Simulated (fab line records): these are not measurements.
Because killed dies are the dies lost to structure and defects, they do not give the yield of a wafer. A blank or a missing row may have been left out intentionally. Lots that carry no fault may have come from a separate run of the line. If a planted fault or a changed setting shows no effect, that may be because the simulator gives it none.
Which tool was responsible? | flow sfqLine | 15 lots, 45 wafers sampled, at 4 steps of a route of 325

## WHAT THE GAUGES READ, wafer by wafer
The record holds no reading of a measuring or inspecting step that can be judged against a usual standard deviation.

## EACH LOT AND THE TOOL THAT RAN IT (in order: tool; ch and the chambers of the sampled wafers; start)
lot  | SFQ_TRILAYER_M1_BARC_OPEN_METAL_ETCH_054 | SFQ_TRILAYER_M1_ETCH_METAL_ETCH_042 | SFQ_TRILAYER_I1_VIA_LITHO_EXPOSE_050 | SFQ_TRILAYER_I1_VIA_ETCH_VIA_ETCH_052
L142 | rieMetal-02 ch 0,1, day 22 08:47         | rieMetal-02 ch 0,1, day 22 08:51    | krfScanner-02 ch 0, day 29 06:59     | rieDiel-03 ch 0,2,3, day 29 08:33
L145 | rieMetal-03 ch 0,1, day 24 18:38         | rieMetal-03 ch 0,1, day 24 18:42    | krfScanner-01 ch 0, day 31 13:52     | rieDiel-02 ch 0,1,3, day 31 15:27
L146 | rieMetal-02 ch 0, day 24 19:53           | rieMetal-02 ch 0, day 24 20:03      | krfScanner-01 ch 0, day 32 01:10     | rieDiel-03 ch 0,2, day 32 02:25
L147 | rieMetal-03 ch 0,1, day 25 05:26         | rieMetal-03 ch 0,1, day 25 05:31    | krfScanner-01 ch 0, day 32 06:46     | rieDiel-01 ch 0,1,3, day 32 08:21
L149 | rieMetal-04 ch 1, day 26 15:02           | rieMetal-04 ch 1, day 26 15:10      | krfScanner-01 ch 0, day 33 01:58     | rieDiel-02 ch 1,2,3, day 33 03:33
L150 | rieMetal-02 ch 0,1, day 27 01:13         | rieMetal-02 ch 0,1, day 27 01:16    | krfScanner-01 ch 0, day 33 06:58     | rieDiel-03 ch 0,2,3, day 33 08:21
L151 | rieMetal-02 ch 0,1, day 27 09:37         | rieMetal-02 ch 0,1, day 27 09:40    | krfScanner-01 ch 0, day 33 11:46     | rieDiel-01 ch 1,2,3, day 33 13:09
L152 | rieMetal-02 ch 0, day 27 12:01           | rieMetal-02 ch 0, day 27 12:04      | krfScanner-01 ch 0, day 33 12:58     | rieDiel-02 ch 0,1,3, day 33 14:21
L154 | rieMetal-04 ch 0,1, day 28 08:31         | rieMetal-04 ch 0,1, day 28 08:34    | krfScanner-01, day 33 21:22          | rieDiel-01 ch 1,2, day 33 22:45
L155 | rieMetal-03 ch 0,1, day 28 20:31         | rieMetal-03 ch 0,1, day 28 20:34    | krfScanner-01, day 34 04:22          | rieDiel-03 ch 0,1,3, day 34 05:57
L156 | rieMetal-02 ch 0,1, day 28 22:55         | rieMetal-02 ch 0,1, day 28 22:58    | krfScanner-01, day 34 05:34          | rieDiel-01 ch 0,2,3, day 34 07:09
L158 | rieMetal-03 ch 0,1, day 29 07:19         | rieMetal-03 ch 0,1, day 29 07:22    | krfScanner-01 ch 0, day 34 16:22     | rieDiel-02 ch 0,1,3, day 34 17:57
L162 | rieMetal-02 ch 0,1, day 31 03:25         | rieMetal-02 ch 0,1, day 31 03:28    | krfScanner-01 ch 0, day 36 23:43     | rieDiel-03 ch 1,2,3, day 37 01:18
L163 | rieMetal-04 ch 0,1, day 31 07:18         | rieMetal-04 ch 0,1, day 31 07:22    | krfScanner-01 ch 0, day 37 04:43     | rieDiel-01 ch 0,2,3, day 37 06:06
L165 | rieMetal-02 ch 0,1, day 31 13:01         | rieMetal-02 ch 0,1, day 31 13:04    | krfScanner-02 ch 0, day 37 17:51     | rieDiel-03 ch 0,1, day 37 19:26
- SFQ_TRILAYER_M1_BARC_OPEN_METAL_ETCH_054: etches BARC in O2, target depth 125 nm, time 41.7 s.
- SFQ_TRILAYER_M1_ETCH_METAL_ETCH_042: etches Nb in Cl2/Ar, stops on SiO2, target depth 240 nm, time 120 s.
- SFQ_TRILAYER_I1_VIA_LITHO_EXPOSE_050: exposes mask I1, target cd 500 nm.
- SFQ_TRILAYER_I1_VIA_ETCH_VIA_ETCH_052: etches SiO2 in CHF3, stops on Nb, target depth 260 nm.

## WHAT THE TOOLS THEMSELVES READ (means of the sampled wafers that have a number; where no wafer has one, the mark that the record gives instead)
SFQ_TRILAYER_M1_BARC_OPEN_METAL_ETCH_054.
lot  | tool        | biasW (W) | chamberPressureMTorr (mTorr) | drypumpMotorCurrentA (A) | heBacksideLeakSccm (sccm) | oesProductAu (a.u.)
L142 | rieMetal-02 | 79.98     | 9.994                        | 5.3                      | 3.62                      | 0.683
L145 | rieMetal-03 | 80.27     | 10.004                       | 6.1                      | 3.73                      | 0.689
L146 | rieMetal-02 | 80.02     | 10.004                       | 5.1                      | 3.47                      | 0.685
L147 | rieMetal-03 | 80.14     | 10.009                       | 6.3                      | 3.51                      | 0.688
L149 | rieMetal-04 | 80.27     | 10.004                       | 6.0                      | 3.58                      | 0.688
L150 | rieMetal-02 | 80.09     | 9.996                        | 5.3                      | 3.46                      | 0.686
L151 | rieMetal-02 | 80.14     | 9.998                        | 5.3                      | 3.35                      | 0.686
L152 | rieMetal-02 | 80.20     | 9.989                        | 5.1                      | 3.41                      | 0.689
L154 | rieMetal-04 | -         | -                            | -                        | -                         | -
L155 | rieMetal-03 | -         | -                            | -                        | -                         | -
L156 | rieMetal-02 | -         | -                            | -                        | -                         | -
L158 | rieMetal-03 | 80.02     | 9.996                        | 6.1                      | 3.70                      | 0.690
L162 | rieMetal-02 | 79.94     | 10.001                       | 5.3                      | 3.39                      | 0.684
L163 | rieMetal-04 | 80.24     | 10.005                       | 5.9                      | 3.58                      | 0.691
L165 | rieMetal-02 | 80.23     | 10.009                       | 5.2                      | 3.43                      | 0.686

SFQ_TRILAYER_M1_ETCH_METAL_ETCH_042.
lot  | tool        | biasW (W) | chamberPressureMTorr (mTorr) | drypumpMotorCurrentA (A) | heBacksideLeakSccm (sccm) | oesProductAu (a.u.)
L142 | rieMetal-02 | 79.95     | 9.993                        | 5.3                      | 3.48                      | 0.893
L145 | rieMetal-03 | 80.03     | 10.003                       | 6.1                      | 3.61                      | 0.890
L146 | rieMetal-02 | 79.93     | 10.001                       | 5.1                      | 3.31                      | 0.896
L147 | rieMetal-03 | 80.13     | 10.001                       | 6.3                      | 3.60                      | 0.896
L149 | rieMetal-04 | 79.99     | 10.013                       | 6.0                      | 3.69                      | 0.891
L150 | rieMetal-02 | 79.76     | 10.006                       | 5.3                      | 3.43                      | 0.900
L151 | rieMetal-02 | 80.20     | 9.997                        | 5.3                      | 3.47                      | 0.893
L152 | rieMetal-02 | 79.86     | 10.005                       | 5.1                      | 3.38                      | 0.889
L154 | rieMetal-04 | 80.05     | 9.997                        | 5.9                      | 3.45                      | 0.370
L155 | rieMetal-03 | 80.20     | 10.001                       | 6.3                      | 3.71                      | 0.375
L156 | rieMetal-02 | 79.97     | 10.006                       | 5.3                      | 3.36                      | 0.372
L158 | rieMetal-03 | 80.03     | 10.004                       | 6.1                      | 3.58                      | 0.898
L162 | rieMetal-02 | 80.09     | 10.007                       | 5.3                      | 3.39                      | 0.891
L163 | rieMetal-04 | 79.92     | 9.995                        | 5.9                      | 3.63                      | 0.899
L165 | rieMetal-02 | 80.02     | 10.001                       | 5.2                      | 3.42                      | 0.883

SFQ_TRILAYER_I1_VIA_LITHO_EXPOSE_050.
lot  | tool          | exposureDoseMJCm2 | focusOffsetNm (nm) | stageVelMmS (mm/s)
L142 | krfScanner-02 | 21.750            | 0.1                | 499.88
L145 | krfScanner-01 | 21.689            | 0.0                | 500.25
L146 | krfScanner-01 | 21.701            | 0.2                | 499.95
L147 | krfScanner-01 | 21.721            | 0.3                | 499.93
L149 | krfScanner-01 | 21.731            | -0.4               | 500.24
L150 | krfScanner-01 | 21.683            | -0.3               | 500.01
L151 | krfScanner-01 | 21.710            | 0.2                | 499.77
L152 | krfScanner-01 | 21.737            | 0.5                | 499.95
L154 | krfScanner-01 | -                 | -                  | -
L155 | krfScanner-01 | -                 | -                  | -
L156 | krfScanner-01 | -                 | -                  | -
L158 | krfScanner-01 | 21.699            | -0.3               | 499.76
L162 | krfScanner-01 | 21.718            | -0.1               | 500.00
L163 | krfScanner-01 | 21.699            | 0.4                | 500.07
L165 | krfScanner-02 | 21.708            | 0.3                | 500.29

SFQ_TRILAYER_I1_VIA_ETCH_VIA_ETCH_052.
lot  | tool       | biasW (W) | chamberPressureMTorr (mTorr) | drypumpMotorCurrentA (A) | oesProductAu (a.u.)
L142 | rieDiel-03 | 80.00     | 29.994                       | 6.1                      | 0.854
L145 | rieDiel-02 | 79.87     | 30.006                       | 5.8                      | 0.851
L146 | rieDiel-03 | 80.03     | 29.989                       | 6.2                      | 0.851
L147 | rieDiel-01 | 80.02     | 30.019                       | 5.8                      | 0.858
L149 | rieDiel-02 | 80.22     | 29.987                       | 5.9                      | 0.853
L150 | rieDiel-03 | 79.95     | 30.003                       | 6.1                      | 0.852
L151 | rieDiel-01 | 80.07     | 29.997                       | 5.9                      | 0.852
L152 | rieDiel-02 | 80.27     | 29.999                       | 5.8                      | 0.856
L154 | rieDiel-01 | 79.97     | 29.994                       | 6.1                      | 0.377
L155 | rieDiel-03 | 80.11     | 29.977                       | 6.1                      | 0.374
L156 | rieDiel-01 | 80.00     | 30.016                       | 5.7                      | 0.375
L158 | rieDiel-02 | 80.02     | 30.005                       | 5.8                      | 0.846
L162 | rieDiel-03 | 80.01     | 30.004                       | 6.2                      | 0.854
L163 | rieDiel-01 | 80.05     | 30.013                       | 5.7                      | 0.855
L165 | rieDiel-03 | 80.16     | 30.007                       | 5.9                      | 0.853

## THE ANSWER, worked out from the rows above alone
Rule: usual is defined by the lots themselves. The widest of any qualifying gaps counts: lots, ordered by their means at a reading, are off when they make up no more than a third of the lots, leave a main group of 4 or more, and stand apart from it by 3 or more times the standard deviation of that group's means. Not used: any main group whose means are identical at the precision the tables above print for the reading. Also off: a lot with no number at a reading for which 4 or more lots have one. All remaining lots with rows at the step are treated as sound. After the gauges, taken in route order, come the tools' own readings; for these a lot's mean is taken, as printed above. At the first step where some lot is off, the reading lying furthest off is the one used; lots without a number count as furthest.
Off, at SFQ_TRILAYER_M1_BARC_OPEN_METAL_ETCH_054 on biasW: L154, L155, L156. Without a number there: L154, L155, L156. Main group: mean 80.13 W, sd 0.11.
A tool fits if, at that step or a process step before it, it ran every lot that is off, and no sound lot after the first of them. Not one of the candidates tried fits.

## WHAT WAS PUT IN BY THE SIMULATOR
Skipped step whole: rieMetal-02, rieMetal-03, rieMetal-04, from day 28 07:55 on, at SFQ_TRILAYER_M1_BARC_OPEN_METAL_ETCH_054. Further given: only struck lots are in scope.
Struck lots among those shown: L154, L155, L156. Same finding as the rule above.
